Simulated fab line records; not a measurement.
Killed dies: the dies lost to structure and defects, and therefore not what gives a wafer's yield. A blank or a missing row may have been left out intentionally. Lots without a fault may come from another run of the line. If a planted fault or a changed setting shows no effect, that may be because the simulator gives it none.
A struck lot beside a sound one -- flow sfq_line -- 15 steps out of a route of 325
Sound: these wafers, L145.4, L145.5, L145.6. The struck wafers were L153.3, L153.5, L153.6. The cause is given at the end.
Per side, at each step with rows, come the tool, then ch with its chambers, and then its first start. Under that, the readings that differ: sound wafers -- struck wafers -- difference of the means -- sigmas: that difference in standard deviations of wafers without a fault.
alike: readings whose means differ by less than 2 such deviations, and words and numbers that are the same on both sides. not compared: withheld readings, readings that some wafer has no value for, bounds like >300 that may hide the same value, and numbers for which the record gives no deviation and whose values overlap.
The two part at a step that has a row with sigmas, a row that says differs or no value, or rows on one side only. Numbers that have no deviation but don't overlap get no sigmas and don't part them. A reading that every wafer of one side lacks parts them only if that side has two wafers or more.

first, 1 step without rows for these wafers: SFQ_TRILAYER_M7_STRIP_SOLV_CLEAN_182 (cleans in NMP, time 600 s).
SFQ_TRILAYER_I7_DEP_PECVD_183: deposits SiO2 from SiH4/N2O, time 111.11 s, target thk 500 nm.
  sound on pecvd-03 ch 0,1,2, day 83 07:13; struck on pecvd-01 ch 0,2, day 84 02:40
  alike: heater_power_w, throttle_valve_pct
SFQ_TRILAYER_I7_CMP_CMP_184: polishes SiO2.
  sound on cmp-02 ch 0,3, day 83 07:46; struck on cmp-02 ch 0,1,2, day 84 04:15
  alike: motor_current_A, time_to_endpoint_s
SFQ_I7_BOW_MEAS_946:
  sound: film_metro-03 at day 83 10:19; struck: film_metro-02 at day 84 05:47
  alike: I7_BOW
SFQ_TRILAYER_I7_METRO_MEASURE_185:
  sound: film_metro-03 at day 83 10:59; struck: film_metro-02 at day 84 06:16
  alike: thk_nm
then, 6 steps without rows for these wafers: SFQ_TRILAYER_I7_VIA_LITHO_COAT_192 (resist thk 62 nm); SFQ_TRILAYER_I7_VIA_LITHO_COAT_187 (resist thk 650 nm); SFQ_TRILAYER_I7_VIA_LITHO_SOFTBAKE_191; SFQ_TRILAYER_I7_VIA_LITHO_EXPOSE_188 (exposes mask I7, target cd 1000 nm); SFQ_TRILAYER_I7_VIA_LITHO_PEB_190 (peb time 60 s); SFQ_TRILAYER_I7_VIA_LITHO_DEVELOP_189 (time 60 s).
SFQ_I7_OVL_MEAS_947:
  sound: overlay-02 at day 83 14:53; struck: overlay-02 at day 84 20:41
  alike: I7_OVL
SFQ_TRILAYER_I7_VIA_BARC_OPEN_VIA_ETCH_260: etches BARC in O2, target depth 125 nm, time 41.7 s.
  sound on rie_diel-01 ch 1,2, day 83 14:55; struck on rie_diel-04 ch 0,1,2, day 84 20:43
reading,sound,struck,difference,sigmas
drypump_motor_current_A (A),6.7 5.9 6.7,5.8 6.0 5.1,-0.8,-2
oes_product_au (a.u.),0.684 0.689 0.683,0.818 0.828 0.807,+0.132,+30
run_length_s (s),70.4 70.3 70.6,60.5 61.3 60.9,-9.5,-20
time_s (s),41.7 41.7 41.7,29.19 29.19 29.19,-12.51,
model.KrF_of_TRILAYER_I7_VIA_LITHO_COAT_187.thk_nm (nm),570.3 569.8 570.1,587.3 587.4 589.1,+17.9,
  not compared: rf_hours_counter_h
SFQ_TRILAYER_I7_VIA_ETCH_VIA_ETCH_190: etches SiO2 in CHF3, stops on Nb, target depth 260 nm.
  sound on rie_diel-01 ch 1,2, day 83 14:57; struck on rie_diel-04 ch 0,1,2, day 84 20:45
reading,sound,struck,difference,sigmas
drypump_motor_current_A (A),6.7 5.9 6.7,5.8 6.0 5.1,-0.8,-2
model.KrF_of_TRILAYER_I7_VIA_LITHO_COAT_187.thk_nm (nm),524.9 525 525.1,542 542 544.5,+18,
  alike: oes_product_au
SFQ_TRILAYER_I7_VIA_STRIP_STRIP_191: strips in O2.
  sound on rie_metal-01 ch 0,1, day 83 15:16; struck on rie_metal-02 ch 1, day 84 21:16
  alike: drypump_motor_current_A, he_backside_leak_sccm, oes_product_au
  not compared: rf_hours_counter_h

## WHERE THEY PART
Earliest at SFQ_TRILAYER_I7_VIA_BARC_OPEN_VIA_ETCH_260; latest, in this record, at SFQ_TRILAYER_I7_VIA_ETCH_VIA_ETCH_190. Later steps at which nothing parts them and some readings are alike: SFQ_TRILAYER_I7_VIA_STRIP_STRIP_191.

WHY: what had been put in by the simulator
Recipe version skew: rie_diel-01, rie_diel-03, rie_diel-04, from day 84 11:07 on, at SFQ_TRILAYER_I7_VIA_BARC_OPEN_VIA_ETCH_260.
